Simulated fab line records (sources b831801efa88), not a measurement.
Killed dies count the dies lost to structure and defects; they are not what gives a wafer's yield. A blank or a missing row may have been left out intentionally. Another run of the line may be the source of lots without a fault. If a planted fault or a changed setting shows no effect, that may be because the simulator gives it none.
Matching of chambers + flow sfq-line + SFQ_TRILAYER_I4_CMP_CMP_100 on cmp-01 has 4 sister chambers
The step polishes SiO2. 4 wafers are shown with their chamber, then 8 later ones without.

== EACH WAFER AND ITS CHAMBER ==
| wafer  | chamber | motor-current-A (A) |
|--------|---------|---------------------|
| L441.1 | 2       | 9.6                 |
| L441.3 | 1       | 11.3                |
| L441.4 | 3       | 9.2                 |
| L450.3 | 0       | 9.9                 |

== WAFERS WITH NO CHAMBER GIVEN ==
| wafer  | motor-current-A (A) |
|--------|---------------------|
| L450.1 | 9.5                 |
| L450.6 | 9.4                 |
| L451.1 | 10.0                |
| L451.3 | 9.9                 |
| L451.5 | 10.3                |
| L453.1 | 10.3                |
| L453.3 | 9.8                 |
| L453.6 | 9.5                 |

== WHICH CHAMBER EACH ONE RAN IN ==
| wafer  | from the rows above          | in truth |
|--------|------------------------------|----------|
| L450.1 | can't be placed: 2 or 3 or 0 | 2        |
| L450.6 | can't be placed: 2 or 3 or 0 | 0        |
| L451.1 | can't be placed: 0 or 2      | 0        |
| L451.3 | can't be placed: 0 or 2      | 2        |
| L451.5 | can't be placed: 0 or 2      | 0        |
| L453.1 | can't be placed: 0 or 2      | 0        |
| L453.3 | can't be placed: 0 or 2      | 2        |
| L453.6 | can't be placed: 2 or 3 or 0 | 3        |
Correctly placed: 0 of 8. Can't be placed from these rows: 8 (the true chamber is among the candidates in 8). Number placed wrongly: 0.
How it was worked out, from the rows above alone: a wafer's distance from a chamber is the root of the sum, over the readings, of the square of ((its reading less the chamber's mean) divided by the reading's scatter). The wafer belongs to the nearest chamber; if the next one is less than 2 further off, it can't be placed. For every chamber, the mean is computed from those of its wafers that are shown. The scatter: with one shown wafer a chamber, the root of the mean of the squares of how far each hidden wafer lies from its nearest shown one.
